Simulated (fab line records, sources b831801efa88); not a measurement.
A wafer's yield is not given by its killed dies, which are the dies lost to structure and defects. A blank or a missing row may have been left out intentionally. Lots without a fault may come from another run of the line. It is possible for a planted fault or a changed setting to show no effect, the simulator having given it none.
What tool caused it? / flow sky130 / 72 wafers from 24 lots sampled at 5 of the route's 708 steps

WHAT EACH GAUGE READ, for each wafer
SKY_SONOS_ONO_THK_MEAS_03. Usual: SONOS_ONO_CVD_02_THK 10.59 nm, standard deviation 0.12.
lot=L074; measured=day 11 12:08; on=film metro-04; SONOS_ONO_CVD_02_THK (nm)=10.51 10.68 10.63; flag=
lot=L075; measured=day 11 21:02; on=film metro-04; SONOS_ONO_CVD_02_THK (nm)=10.63 10.60 10.64; flag=
lot=L076; measured=day 12 10:50; on=film metro-04; SONOS_ONO_CVD_02_THK (nm)=10.64 10.70 10.56; flag=
lot=L077; measured=day 12 10:49; on=film metro-01; SONOS_ONO_CVD_02_THK (nm)=10.74 10.77 10.54; flag=
lot=L078; measured=day 12 20:56; on=film metro-02; SONOS_ONO_CVD_02_THK (nm)=10.65 10.61 10.54; flag=
lot=L079; measured=day 13 03:55; on=film metro-02; SONOS_ONO_CVD_02_THK (nm)=10.50 10.54 10.67; flag=
lot=L080; measured=day 13 08:10; on=film metro-01; SONOS_ONO_CVD_02_THK (nm)=10.59 10.44 10.41; flag=
lot=L081; measured=day 13 21:41; on=film metro-02; SONOS_ONO_CVD_02_THK (nm)=10.62 10.68 10.70; flag=
lot=L082; measured=day 14 09:22; on=film metro-04; SONOS_ONO_CVD_02_THK (nm)=10.58 10.59 10.55; flag=
lot=L083; measured=day 15 01:09; on=film metro-02; SONOS_ONO_CVD_02_THK (nm)=10.53 10.45 10.39; flag=
lot=L085; measured=day 15 03:33; on=film metro-02; SONOS_ONO_CVD_02_THK (nm)=10.44 10.58 10.49; flag=
lot=L084; measured=day 15 06:23; on=film metro-04; SONOS_ONO_CVD_02_THK (nm)=10.70 10.71 10.67; flag=
lot=L086; measured=day 15 07:26; on=film metro-04; SONOS_ONO_CVD_02_THK (nm)=10.55 10.63 10.62; flag=
lot=L087; measured=day 15 23:58; on=film metro-04; SONOS_ONO_CVD_02_THK (nm)=10.45 10.56 10.60; flag=
lot=L088; measured=day 16 09:29; on=film metro-01; SONOS_ONO_CVD_02_THK (nm)=10.68 10.72 10.65; flag=
lot=L089; measured=day 17 01:07; on=film metro-04; SONOS_ONO_CVD_02_THK (nm)=10.51 10.41 10.51; flag=
lot=L090; measured=day 17 01:08; on=film metro-02; SONOS_ONO_CVD_02_THK (nm)=10.40 10.34 10.25; flag=
lot=L091; measured=day 17 13:39; on=film metro-04; SONOS_ONO_CVD_02_THK (nm)=10.70 10.88 10.73; flag=
lot=L092; measured=day 17 16:31; on=film metro-01; SONOS_ONO_CVD_02_THK (nm)=10.72 10.78 10.76; flag=
lot=L093; measured=day 17 18:44; on=film metro-04; SONOS_ONO_CVD_02_THK (nm)=10.66 10.75 10.72; flag=
lot=L094; measured=day 18 03:13; on=film metro-02; SONOS_ONO_CVD_02_THK (nm)=10.37 10.51 10.42; flag=
lot=L095; measured=day 18 07:58; on=film metro-01; SONOS_ONO_CVD_02_THK (nm)=10.61 10.64 10.60; flag=
lot=L096; measured=day 18 21:59; on=film metro-02; SONOS_ONO_CVD_02_THK (nm)=10.54 10.44 10.67; flag=
lot=L097; measured=day 19 07:12; on=film metro-04; SONOS_ONO_CVD_02_THK (nm)=10.72 10.68 10.63; flag=

SKY_SONOS_ONO_CD_MEAS_13: the cd target is 410 nm. Usual: cd nm at 409.3 nm, with a standard deviation of 2.2.
lot=L074; measured=day 12 14:38; on=cd sem-01; cd nm (nm)=413.8 411.8 411.4; flag=
lot=L075; measured=day 12 22:35; on=cd sem-02; cd nm (nm)=408.1 406.4 405.4; flag=
lot=L076; measured=day 13 12:37; on=cd sem-01; cd nm (nm)=409.2 407.9 406.6; flag=
lot=L077; measured=day 13 16:29; on=cd sem-02; cd nm (nm)=407.9 409.7 408.3; flag=
lot=L078; measured=day 13 23:53; on=cd sem-02; cd nm (nm)=407.7 410.2 410.4; flag=
lot=L079; measured=day 14 06:13; on=cd sem-02; cd nm (nm)=411.2 413.4 413.1; flag=
lot=L080; measured=day 14 10:47; on=cd sem-02; cd nm (nm)=407.6 409.6 409.4; flag=
lot=L081; measured=day 15 01:35; on=cd sem-02; cd nm (nm)=410.6 411.1 411.6; flag=
lot=L082; measured=day 15 13:31; on=cd sem-01; cd nm (nm)=405.3 407.7 405.7; flag=
lot=L083; measured=day 16 05:50; on=cd sem-01; cd nm (nm)=408.9 408.4 407.7; flag=
lot=L085; measured=day 16 08:12; on=cd sem-02; cd nm (nm)=410.1 410.4 409.3; flag=
lot=L084; measured=day 16 11:16; on=cd sem-01; cd nm (nm)=410.3 409.6 407.2; flag=
lot=L086; measured=day 16 12:45; on=cd sem-02; cd nm (nm)=407.4 407.5 409.6; flag=
lot=L087; measured=day 17 04:47; on=cd sem-01; cd nm (nm)=413.5 414.0 413.0; flag=
lot=L088; measured=day 17 14:07; on=cd sem-01; cd nm (nm)=408.9 406.3 409.0; flag=
lot=L089; measured=day 18 06:17; on=cd sem-01; cd nm (nm)=410.2 412.2 411.3; flag=
lot=L090; measured=day 18 07:05; on=cd sem-01; cd nm (nm)=411.3 411.2 411.3; flag=
lot=L091; measured=day 18 20:59; on=cd sem-02; cd nm (nm)=407.2 406.1 408.5; flag=
lot=L092; measured=day 18 23:42; on=cd sem-01; cd nm (nm)=409.0 409.2 409.1; flag=
lot=L093; measured=day 19 02:11; on=cd sem-02; cd nm (nm)=410.6 413.3 411.5; flag=
lot=L094; measured=day 19 11:20; on=cd sem-02; cd nm (nm)=408.7 406.5 407.8; flag=
lot=L095; measured=day 19 16:02; on=cd sem-01; cd nm (nm)=407.4 407.7 408.0; flag=
lot=L096; measured=day 20 06:28; on=cd sem-02; cd nm (nm)=407.3 409.5 409.9; flag=
lot=L097; measured=day 20 14:49; on=cd sem-02; cd nm (nm)=409.4 408.8 407.7; flag=

SKY_LDD_HVN_OVL_MEAS_07. Usual: LDD_HVN_OVL -1.5 nm, standard deviation 1.1.
lot=L074; measured=day 20 04:53; on=overlay-01; LDD_HVN_OVL (nm)=-1.1 -1.5 -4.1; flag=
lot=L075; measured=day 20 10:55; on=overlay-02; LDD_HVN_OVL (nm)=-2.3 -1.4 -3.0; flag=
lot=L076; measured=day 21 03:46; on=overlay-02; LDD_HVN_OVL (nm)=-1.8 -1.4 -2.4; flag=
lot=L077; measured=day 21 09:43; on=overlay-02; LDD_HVN_OVL (nm)=-2.1 -0.1 -1.6; flag=
lot=L078; measured=day 22 09:38; on=overlay-02; LDD_HVN_OVL (nm)=-2.1 -1.3 -3.1; flag=
lot=L079; measured=day 22 09:40; on=overlay-01; LDD_HVN_OVL (nm)=-1.1 -1.4 -0.5; flag=
lot=L080; measured=day 22 17:29; on=overlay-02; LDD_HVN_OVL (nm)=-1.3 -2.2 -1.8; flag=
lot=L081; measured=day 23 01:27; on=overlay-02; LDD_HVN_OVL (nm)=-0.6 -1.7 -1.8; flag=
lot=L082; measured=day 23 12:52; on=overlay-02; LDD_HVN_OVL (nm)=-2.0 -3.3 -2.2; flag=
lot=L083; measured=day 24 04:13; on=overlay-02; LDD_HVN_OVL (nm)=-1.8 1.9 0.3; flag=
lot=L085; measured=day 24 09:09; on=overlay-01; LDD_HVN_OVL (nm)=-0.2 0.7 -1.6; flag=
lot=L084; measured=day 24 11:00; on=overlay-01; LDD_HVN_OVL (nm)=-0.9 -2.9 -2.0; flag=
lot=L086; measured=day 24 14:05; on=overlay-02; LDD_HVN_OVL (nm)=-1.7 -2.0 -2.0; flag=
lot=L087; measured=day 25 04:56; on=overlay-01; LDD_HVN_OVL (nm)=-2.8 -2.7 -1.6; flag=
lot=L088; measured=day 25 14:34; on=overlay-02; LDD_HVN_OVL (nm)=-1.7 -2.6 -1.2; flag=
lot=L089; measured=day 26 03:42; on=overlay-01; LDD_HVN_OVL (nm)=-3.1 -3.1 -2.4; flag=
lot=L090; measured=day 26 06:55; on=overlay-01; LDD_HVN_OVL (nm)=-1.2 -1.0 -2.7; flag=
lot=L091; measured=day 26 15:21; on=overlay-01; LDD_HVN_OVL (nm)=0.3 -0.3 -0.6; flag=
lot=L092; measured=day 26 22:34; on=overlay-02; LDD_HVN_OVL (nm)=-0.8 -1.2 -0.9; flag=
lot=L093; measured=day 27 01:52; on=overlay-02; LDD_HVN_OVL (nm)=-2.8 -1.7 -0.8; flag=
lot=L094; measured=day 27 07:11; on=overlay-01; LDD_HVN_OVL (nm)=-2.8 -4.0 -4.0; flag=
lot=L095; measured=day 27 11:55; on=overlay-02; LDD_HVN_OVL (nm)=-1.6 0.2 -2.3; flag=
lot=L096; measured=day 28 02:06; on=overlay-01; LDD_HVN_OVL (nm)=-0.1 -0.9 -0.3; flag=
lot=L097; measured=day 28 17:55; on=overlay-02; LDD_HVN_OVL (nm)=-0.5 -3.5 -2.9; flag=

WHICH TOOL RAN EACH LOT (tool, then ch and the chambers of the sampled wafers, then the start)
lot=L074; SKY_VT_ADJUST_NCORE_STRIP_10=plasma asher-02 ch 0,1, day 8 14:44; SKY_SONOS_ONO_STRIP_17=plasma asher-02 ch 0,1, day 12 14:54
lot=L075; SKY_VT_ADJUST_NCORE_STRIP_10=plasma asher-01 ch 0,1, day 8 20:46; SKY_SONOS_ONO_STRIP_17=plasma asher-04 ch 0,1, day 12 22:50
lot=L076; SKY_VT_ADJUST_NCORE_STRIP_10=plasma asher-02 ch 0,1, day 9 08:22; SKY_SONOS_ONO_STRIP_17=plasma asher-02 ch 0,1, day 13 12:53
lot=L077; SKY_VT_ADJUST_NCORE_STRIP_10=plasma asher-02 ch 0,1, day 9 09:59; SKY_SONOS_ONO_STRIP_17=plasma asher-04 ch 0,1, day 13 16:44
lot=L078; SKY_VT_ADJUST_NCORE_STRIP_10=plasma asher-02 ch 1, day 9 19:53; SKY_SONOS_ONO_STRIP_17=plasma asher-04 ch 0,1, day 14 00:08
lot=L079; SKY_VT_ADJUST_NCORE_STRIP_10=plasma asher-01 ch 0,1, day 10 00:01; SKY_SONOS_ONO_STRIP_17=plasma asher-04 ch 0,1, day 14 06:29
lot=L080; SKY_VT_ADJUST_NCORE_STRIP_10=plasma asher-01 ch 0,1, day 10 06:05; SKY_SONOS_ONO_STRIP_17=plasma asher-04 ch 0,1, day 14 11:08
lot=L081; SKY_VT_ADJUST_NCORE_STRIP_10=plasma asher-02 ch 0,1, day 10 14:50; SKY_SONOS_ONO_STRIP_17=plasma asher-04 ch 0,1, day 15 01:52
lot=L082; SKY_VT_ADJUST_NCORE_STRIP_10=plasma asher-02 ch 0,1, day 11 01:14; SKY_SONOS_ONO_STRIP_17=plasma asher-02 ch 0,1, day 15 13:47
lot=L083; SKY_VT_ADJUST_NCORE_STRIP_10=plasma asher-01 ch 0,1, day 11 18:02; SKY_SONOS_ONO_STRIP_17=plasma asher-04 ch 0,1, day 16 06:05
lot=L085; SKY_VT_ADJUST_NCORE_STRIP_10=plasma asher-02 ch 0,1, day 11 19:35; SKY_SONOS_ONO_STRIP_17=plasma asher-02 ch 0,1, day 16 08:26
lot=L084; SKY_VT_ADJUST_NCORE_STRIP_10=plasma asher-04 ch 0,1, day 11 21:32; SKY_SONOS_ONO_STRIP_17=plasma asher-03 ch 0,1, day 16 11:30
lot=L086; SKY_VT_ADJUST_NCORE_STRIP_10=plasma asher-04 ch 0,1, day 11 22:04; SKY_SONOS_ONO_STRIP_17=plasma asher-02 ch 0,1, day 16 12:59
lot=L087; SKY_VT_ADJUST_NCORE_STRIP_10=plasma asher-02 ch 0,1, day 12 13:20; SKY_SONOS_ONO_STRIP_17=plasma asher-02 ch 0,1, day 17 05:04
lot=L088; SKY_VT_ADJUST_NCORE_STRIP_10=plasma asher-02 ch 0,1, day 12 20:38; SKY_SONOS_ONO_STRIP_17=plasma asher-04 ch 0,1, day 17 14:23
lot=L089; SKY_VT_ADJUST_NCORE_STRIP_10=plasma asher-01 ch 0,1, day 12 21:08; SKY_SONOS_ONO_STRIP_17=plasma asher-04 ch 0,1, day 18 06:33
lot=L090; SKY_VT_ADJUST_NCORE_STRIP_10=plasma asher-02 ch 0,1, day 13 04:40; SKY_SONOS_ONO_STRIP_17=plasma asher-04 ch 0,1, day 18 07:20
lot=L091; SKY_VT_ADJUST_NCORE_STRIP_10=plasma asher-01 ch 0,1, day 13 21:26; SKY_SONOS_ONO_STRIP_17=plasma asher-03 ch 0,1, day 18 21:14
lot=L092; SKY_VT_ADJUST_NCORE_STRIP_10=plasma asher-04 ch 0,1, day 13 22:18; SKY_SONOS_ONO_STRIP_17=plasma asher-03 ch 0,1, day 18 23:58
lot=L093; SKY_VT_ADJUST_NCORE_STRIP_10=plasma asher-01 ch 0,1, day 14 03:05; SKY_SONOS_ONO_STRIP_17=plasma asher-03 ch 0,1, day 19 02:27
lot=L094; SKY_VT_ADJUST_NCORE_STRIP_10=plasma asher-01 ch 0,1, day 14 11:17; SKY_SONOS_ONO_STRIP_17=plasma asher-04 ch 0,1, day 19 11:36
lot=L095; SKY_VT_ADJUST_NCORE_STRIP_10=plasma asher-04 ch 0,1, day 14 17:35; SKY_SONOS_ONO_STRIP_17=plasma asher-04 ch 0,1, day 19 16:18
lot=L096; SKY_VT_ADJUST_NCORE_STRIP_10=plasma asher-04 ch 0,1, day 15 05:17; SKY_SONOS_ONO_STRIP_17=plasma asher-02 ch 0,1, day 20 06:44
lot=L097; SKY_VT_ADJUST_NCORE_STRIP_10=plasma asher-01 ch 0,1, day 15 10:37; SKY_SONOS_ONO_STRIP_17=plasma asher-02 ch 1, day 20 15:09
- SKY_VT_ADJUST_NCORE_STRIP_10: strips in O2/N2.
- SKY_SONOS_ONO_STRIP_17: strips in O2/N2.

AS READ BY THE TOOLS THEMSELVES (means over the sampled wafers that have a number; for cases with no such wafer, the mark the record gives instead)
SKY_VT_ADJUST_NCORE_STRIP_10. Usual: drypump motor current A 5.8 A, standard deviation 0.54; o2 flow sccm 3000 sccm, standard deviation 9.4; oes product au 0.716 a.u., standard deviation 0.0045; strip time to endpoint s 14.20 s, standard deviation 0.041.
lot=L074; tool=plasma asher-02; drypump motor current A (A)=5.8; o2 flow sccm (sccm)=3000; oes product au (a.u.)=0.719; strip time to endpoint s (s)=14.17; flag=
lot=L075; tool=plasma asher-01; drypump motor current A (A)=5.8; o2 flow sccm (sccm)=2994; oes product au (a.u.)=0.715; strip time to endpoint s (s)=14.20; flag=
lot=L076; tool=plasma asher-02; drypump motor current A (A)=5.7; o2 flow sccm (sccm)=3000; oes product au (a.u.)=0.720; strip time to endpoint s (s)=14.20; flag=
lot=L077; tool=plasma asher-02; drypump motor current A (A)=5.7; o2 flow sccm (sccm)=2995; oes product au (a.u.)=0.716; strip time to endpoint s (s)=14.24; flag=
lot=L078; tool=plasma asher-02; drypump motor current A (A)=5.8; o2 flow sccm (sccm)=3003; oes product au (a.u.)=0.713; strip time to endpoint s (s)=14.22; flag=
lot=L079; tool=plasma asher-01; drypump motor current A (A)=5.3; o2 flow sccm (sccm)=3000; oes product au (a.u.)=0.715; strip time to endpoint s (s)=14.21; flag=
lot=L080; tool=plasma asher-01; drypump motor current A (A)=5.3; o2 flow sccm (sccm)=2986; oes product au (a.u.)=0.716; strip time to endpoint s (s)=14.12; flag=
lot=L081; tool=plasma asher-02; drypump motor current A (A)=5.7; o2 flow sccm (sccm)=3002; oes product au (a.u.)=0.717; strip time to endpoint s (s)=14.22; flag=
lot=L082; tool=plasma asher-02; drypump motor current A (A)=5.6; o2 flow sccm (sccm)=2994; oes product au (a.u.)=0.717; strip time to endpoint s (s)=14.17; flag=
lot=L083; tool=plasma asher-01; drypump motor current A (A)=5.3; o2 flow sccm (sccm)=2996; oes product au (a.u.)=0.712; strip time to endpoint s (s)=14.19; flag=
lot=L085; tool=plasma asher-02; drypump motor current A (A)=5.7; o2 flow sccm (sccm)=3012; oes product au (a.u.)=0.713; strip time to endpoint s (s)=14.27; flag=
lot=L084; tool=plasma asher-04; drypump motor current A (A)=6.4; o2 flow sccm (sccm)=3006; oes product au (a.u.)=0.716; strip time to endpoint s (s)=14.17; flag=
lot=L086; tool=plasma asher-04; drypump motor current A (A)=6.3; o2 flow sccm (sccm)=2999; oes product au (a.u.)=0.713; strip time to endpoint s (s)=14.22; flag=
lot=L087; tool=plasma asher-02; drypump motor current A (A)=5.7; o2 flow sccm (sccm)=3005; oes product au (a.u.)=0.711; strip time to endpoint s (s)=14.18; flag=
lot=L088; tool=plasma asher-02; drypump motor current A (A)=5.7; o2 flow sccm (sccm)=2994; oes product au (a.u.)=0.720; strip time to endpoint s (s)=14.18; flag=
lot=L089; tool=plasma asher-01; drypump motor current A (A)=5.3; o2 flow sccm (sccm)=3004; oes product au (a.u.)=0.715; strip time to endpoint s (s)=14.22; flag=
lot=L090; tool=plasma asher-02; drypump motor current A (A)=5.7; o2 flow sccm (sccm)=3002; oes product au (a.u.)=0.715; strip time to endpoint s (s)=14.21; flag=
lot=L091; tool=plasma asher-01; drypump motor current A (A)=5.3; o2 flow sccm (sccm)=2996; oes product au (a.u.)=0.713; strip time to endpoint s (s)=14.14; flag=
lot=L092; tool=plasma asher-04; drypump motor current A (A)=6.3; o2 flow sccm (sccm)=2998; oes product au (a.u.)=0.715; strip time to endpoint s (s)=14.24; flag=
lot=L093; tool=plasma asher-01; drypump motor current A (A)=5.7; o2 flow sccm (sccm)=2997; oes product au (a.u.)=0.716; strip time to endpoint s (s)=14.14; flag=
lot=L094; tool=plasma asher-01; drypump motor current A (A)=5.3; o2 flow sccm (sccm)=3002; oes product au (a.u.)=0.713; strip time to endpoint s (s)=14.18; flag=
lot=L095; tool=plasma asher-04; drypump motor current A (A)=6.4; o2 flow sccm (sccm)=2997; oes product au (a.u.)=0.714; strip time to endpoint s (s)=14.21; flag=
lot=L096; tool=plasma asher-04; drypump motor current A (A)=6.4; o2 flow sccm (sccm)=3002; oes product au (a.u.)=0.717; strip time to endpoint s (s)=14.18; flag=
lot=L097; tool=plasma asher-01; drypump motor current A (A)=5.7; o2 flow sccm (sccm)=3002; oes product au (a.u.)=0.722; strip time to endpoint s (s)=14.26; flag=

SKY_SONOS_ONO_STRIP_17. Usual: drypump motor current A 6.0 A, standard deviation 0.35; o2 flow sccm 3002 sccm, standard deviation 9.8; oes product au 0.710 a.u., standard deviation 0.0046; strip time to endpoint s 14.10 s, standard deviation 0.037.
lot=L074; tool=plasma asher-02; drypump motor current A (A)=5.7; o2 flow sccm (sccm)=3015; oes product au (a.u.)=0.709; strip time to endpoint s (s)=14.08; flag=
lot=L075; tool=plasma asher-04; drypump motor current A (A)=6.3; o2 flow sccm (sccm)=3016; oes product au (a.u.)=0.708; strip time to endpoint s (s)=14.07; flag=
lot=L076; tool=plasma asher-02; drypump motor current A (A)=5.7; o2 flow sccm (sccm)=3003; oes product au (a.u.)=0.710; strip time to endpoint s (s)=14.11; flag=
lot=L077; tool=plasma asher-04; drypump motor current A (A)=6.3; o2 flow sccm (sccm)=3006; oes product au (a.u.)=0.702; strip time to endpoint s (s)=14.10; flag=
lot=L078; tool=plasma asher-04; drypump motor current A (A)=6.4; o2 flow sccm (sccm)=3004; oes product au (a.u.)=0.712; strip time to endpoint s (s)=14.09; flag=
lot=L079; tool=plasma asher-04; drypump motor current A (A)=6.4; o2 flow sccm (sccm)=3000; oes product au (a.u.)=0.714; strip time to endpoint s (s)=14.08; flag=
lot=L080; tool=plasma asher-04; drypump motor current A (A)=6.4; o2 flow sccm (sccm)=3008; oes product au (a.u.)=0.708; strip time to endpoint s (s)=14.10; flag=
lot=L081; tool=plasma asher-04; drypump motor current A (A)=6.3; o2 flow sccm (sccm)=2997; oes product au (a.u.)=0.713; strip time to endpoint s (s)=14.10; flag=
lot=L082; tool=plasma asher-02; drypump motor current A (A)=5.7; o2 flow sccm (sccm)=2996; oes product au (a.u.)=0.711; strip time to endpoint s (s)=14.12; flag=
lot=L083; tool=plasma asher-04; drypump motor current A (A)=6.3; o2 flow sccm (sccm)=3003; oes product au (a.u.)=0.713; strip time to endpoint s (s)=14.07; flag=
lot=L085; tool=plasma asher-02; drypump motor current A (A)=5.7; o2 flow sccm (sccm)=3004; oes product au (a.u.)=0.711; strip time to endpoint s (s)=14.09; flag=
lot=L084; tool=plasma asher-03; drypump motor current A (A)=5.6; o2 flow sccm (sccm)=3011; oes product au (a.u.)=0.709; strip time to endpoint s (s)=14.05; flag=
lot=L086; tool=plasma asher-02; drypump motor current A (A)=5.7; o2 flow sccm (sccm)=3003; oes product au (a.u.)=0.710; strip time to endpoint s (s)=14.05; flag=
lot=L087; tool=plasma asher-02; drypump motor current A (A)=5.7; o2 flow sccm (sccm)=2995; oes product au (a.u.)=0.710; strip time to endpoint s (s)=14.13; flag=
lot=L088; tool=plasma asher-04; drypump motor current A (A)=6.3; o2 flow sccm (sccm)=3003; oes product au (a.u.)=0.712; strip time to endpoint s (s)=14.05; flag=
lot=L089; tool=plasma asher-04; drypump motor current A (A)=6.3; o2 flow sccm (sccm)=3000; oes product au (a.u.)=0.708; strip time to endpoint s (s)=14.10; flag=
lot=L090; tool=plasma asher-04; drypump motor current A (A)=6.3; o2 flow sccm (sccm)=3000; oes product au (a.u.)=0.709; strip time to endpoint s (s)=14.13; flag=
lot=L091; tool=plasma asher-03; drypump motor current A (A)=5.7; o2 flow sccm (sccm)=2995; oes product au (a.u.)=0.708; strip time to endpoint s (s)=14.08; flag=
lot=L092; tool=plasma asher-03; drypump motor current A (A)=5.6; o2 flow sccm (sccm)=3004; oes product au (a.u.)=0.710; strip time to endpoint s (s)=14.14; flag=
lot=L093; tool=plasma asher-03; drypump motor current A (A)=5.7; o2 flow sccm (sccm)=2996; oes product au (a.u.)=0.714; strip time to endpoint s (s)=14.12; flag=
lot=L094; tool=plasma asher-04; drypump motor current A (A)=6.4; o2 flow sccm (sccm)=3004; oes product au (a.u.)=0.717; strip time to endpoint s (s)=14.14; flag=
lot=L095; tool=plasma asher-04; drypump motor current A (A)=6.3; o2 flow sccm (sccm)=3000; oes product au (a.u.)=0.708; strip time to endpoint s (s)=14.12; flag=
lot=L096; tool=plasma asher-02; drypump motor current A (A)=5.7; o2 flow sccm (sccm)=3014; oes product au (a.u.)=0.716; strip time to endpoint s (s)=14.19; flag=
lot=L097; tool=plasma asher-02; drypump motor current A (A)=5.7; o2 flow sccm (sccm)=3006; oes product au (a.u.)=0.709; strip time to endpoint s (s)=14.14; flag=

THE ANSWER, worked out from the rows above alone
Rule: lot off if the mean of its wafers having a number is beyond 3 standard deviations from the usual mean. Also off: a lot with no number at a reading for which 4 or more lots have one. The other lots that the step has rows for count as sound. Order of review: gauges by route order, followed by the tools' own readings, for which a lot's mean as printed above is used. The first step at which some lot is off is used, and at that step the reading that is off furthest; a lot without a number counts as furthest.
None of the lots is off at any reading shown; this tells nothing.

WHAT HAD BEEN PUT IN BY THE SIMULATOR
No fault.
